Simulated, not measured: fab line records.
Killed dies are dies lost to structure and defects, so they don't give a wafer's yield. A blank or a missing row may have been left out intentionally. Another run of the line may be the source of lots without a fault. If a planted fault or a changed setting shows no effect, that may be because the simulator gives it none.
A lot that was struck, set against a sound lot	flow gf180mcu	30 steps out of a route of 602
Sound: the wafers L897.2, L897.5, L897.6. Wafers struck: L885.1, L885.2, L885.4. The cause is given at the end.
Order at every step that has rows: each side's tool, ch and its chambers, its first start. Under that, the readings that differ: sound wafers	struck wafers	difference of the means	sigmas: that difference in standard deviations of wafers without a fault.
alike: same words and numbers on both sides, and readings whose means sit less than 2 such deviations apart. not compared: any withheld reading, any reading some wafer has no value for, any bound like >300 that may hide the same value, and any number with overlapping values for which the record gives no deviation.
The two part at a step that has a row with sigmas, a row that says differs or no value, or rows on one side only. Non-overlapping numbers with no deviation appear without sigmas and do not part them. A reading that every wafer of one side lacks parts them only if that side has two wafers or more.

first, 8 steps without rows for these wafers: GF_HV_LDD_STRIP_49 (strips in O2/N2); GF_HV_LDD_CLEAN_51 (cleans in SC1/SC2, time 150 s); GF_HV_LDD_RTA_52 (time 10 s); GF_HV_LDD_CVD_54 (deposits SiO2 from TEOS, target thk 10 nm, time 75 s); GF_HV_LDD_CVD_56 (deposits Si3N4 from DCS/NH3, target thk 90 nm, time 1543 s); GF_HV_LDD_ETCHBACK_58 (etches Si3N4 in CH3F/O2, stops on SiO2, time 100 s, target depth 90 nm); GF_NSD_DEHYDRATE_00 (time 60 s); GF_NSD_HMDS_01 (prime time 60 s).
GF_NSD_COAT_02: resist thk 1000 nm.
  struck on litho-track-02, day 14 15:58; sound on litho-track-01 ch 0, day 18 21:47
  no value came back on the struck wafers for chill-plate-temp-C (C), dispense-pressure-kPa (kPa); on the sound wafers chill-plate-temp-C (C) reads 23.08 23.12 23.12
then, 4 steps without rows for these wafers: GF_NSD_SOFTBAKE_03 (time 60 s); GF_NSD_EXPOSE_04 (exposes mask Nplus, target cd 400 nm); GF_NSD_PEB_05; GF_NSD_DEVELOP_06 (develop time 60 s).
GF_NSD_CD_MEAS_07: target cd 400 nm.
  struck on cd-sem-01, day 15 01:58; sound on cd-sem-01, day 19 10:29
reading	sound	struck	difference	sigmas
cd-nm (nm)	404.0 401.8 403.8	- - -	no value on the struck wafers	
GF_NSD_OVL_MEAS_08:
  struck on overlay-01, day 15 02:05; sound on overlay-02, day 19 10:36
reading	sound	struck	difference	sigmas
NSD_OVL (nm)	-2.1 -2.3 -3.7	- - -	no value on the struck wafers	
then, 12 steps without rows for these wafers: GF_NSD_IMPLANT_09; GF_NSD_IMPLANT_10; GF_NSD_STRIP_11 (strips in O2/N2); GF_PSD_DEHYDRATE_00 (time 60 s); GF_PSD_HMDS_01 (prime time 60 s); GF_PSD_COAT_02 (resist thk 1000 nm); GF_PSD_SOFTBAKE_03 (time 60 s); GF_PSD_EXPOSE_04 (exposes mask Pplus, target cd 400 nm); GF_PSD_PEB_05; GF_PSD_DEVELOP_06 (develop time 60 s); GF_PSD_IMPLANT_09; GF_PSD_STRIP_10 (strips in O2/N2).
GF_PSD_TW_MEAS_11:
  struck on film-metro-01, day 16 00:10; sound on film-metro-04, day 20 11:21
reading	sound	struck	difference	sigmas
PSD_TW	3196 3187 3197	4239 4252 4242	+1051	+30
then, 1 step without rows for these wafers: GF_PSD_CLEAN_12 (cleans in SC1/SC2, time 150 s).
-- the record jumps here: 14 days lie between the struck wafers' starts before and after (it left off in module PSD and takes up again in module PASSIVATION, whose first step shown is number 602 of the route) --
GF_PASSIVATION_PROBE_99:
  the record has rows for the struck wafers here (prober-02, day 30 11:15) and none for the sound ones

== WHERE THEY PART ==
Last at GF_PASSIVATION_PROBE_99 as far as this record goes, first at GF_NSD_COAT_02.

WHY: what had been put in by the simulator
Entire step skipped (litho-track-02, GF_NSD_COAT_02), from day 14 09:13 onward. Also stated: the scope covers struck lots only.
